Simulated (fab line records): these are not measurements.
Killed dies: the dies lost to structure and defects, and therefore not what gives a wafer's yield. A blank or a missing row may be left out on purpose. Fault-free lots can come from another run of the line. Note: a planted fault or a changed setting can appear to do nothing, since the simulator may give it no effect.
A single fault, viewed from 2 desks || flow sky130 || every desk sees just its own numbers, and what lay behind them comes last

## TOOL OWNER'S DESK, litho_track-01
The tool's own readings at SKY_PAD_OPEN_HMDS_01 (prime time 60 s): means of the sampled wafers that have a number, for each lot that ran on this tool. The brackets show how far a lot's mean lies from the usual mean; more than 4 standard deviations puts the lot out of limits, marked OUT.
Columns: A = prime_temp_c at SKY_PAD_OPEN_HMDS_01, usual 120.03 C
{"lot": "L517", "first seen here": "day 45 01:46", "A": 120.08}
{"lot": "L520", "first seen here": "day 45 23:46", "A": 119.92}
{"lot": "L525", "first seen here": "day 47 03:49", "A": 119.97}
{"lot": "L537", "first seen here": "day 49 20:04", "A": "118.26 (-15) OUT"}
{"lot": "L538", "first seen here": "day 50 00:38", "A": "118.37 (-14) OUT"}
This desk's verdict: out of limits on L537, L538, starting with L537 at day 49 20:04 (prime_temp_c at SKY_PAD_OPEN_HMDS_01). Within limits: L517, L520, L525.

## AT THE METROLOGY DESK
What the gauges read for every lot (on any tool): the sampled wafers with a number, averaged. The brackets show how far a lot's mean lies from the usual mean; more than 4 standard deviations puts the lot out of limits, marked OUT.
Columns: A = METAL4_OVL at SKY_METAL4_OVL_MEAS_14, usual -3 nm
{"lot": "L517", "first seen here": "day 41 12:53", "A": 4}
{"lot": "L518", "first seen here": "day 42 01:28", "A": -11}
{"lot": "L519", "first seen here": "day 42 08:26", "A": 2}
{"lot": "L520", "first seen here": "day 42 13:40", "A": -4}
{"lot": "L521", "first seen here": "day 43 03:41", "A": -3}
{"lot": "L522", "first seen here": "day 43 07:47", "A": -9}
{"lot": "L523", "first seen here": "day 43 09:35", "A": 0}
{"lot": "L524", "first seen here": "day 43 17:31", "A": 8}
{"lot": "L525", "first seen here": "day 43 23:05", "A": -1}
{"lot": "L528", "first seen here": "day 44 18:31", "A": -11}
{"lot": "L537", "first seen here": "day 46 23:47", "A": 7}
{"lot": "L538", "first seen here": "day 47 05:19", "A": -13}
This desk's verdict: no lot among the 12 shows anything out of limits.

## ALL TOGETHER
The tool owner's desk had the chance to raise an alarm at day 49 20:04 on L537, L538.
Nothing out of limits was seen by the metrology desk.
The metrology desk holds a record of L537, L538, inside its limits.
SKY_PAD_OPEN_HMDS_01 was run on litho_track-01 by each of the lots named.

## WHAT THE SIMULATOR HAD INSERTED
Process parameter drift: litho_track-01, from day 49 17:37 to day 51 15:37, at SKY_PAD_OPEN_HMDS_01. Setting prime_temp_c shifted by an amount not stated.
Shown lots that were struck: L537, L538.
How many hours passed from the start of the fault until each desk's first out-of-limits reading: the tool owner's desk, 2.
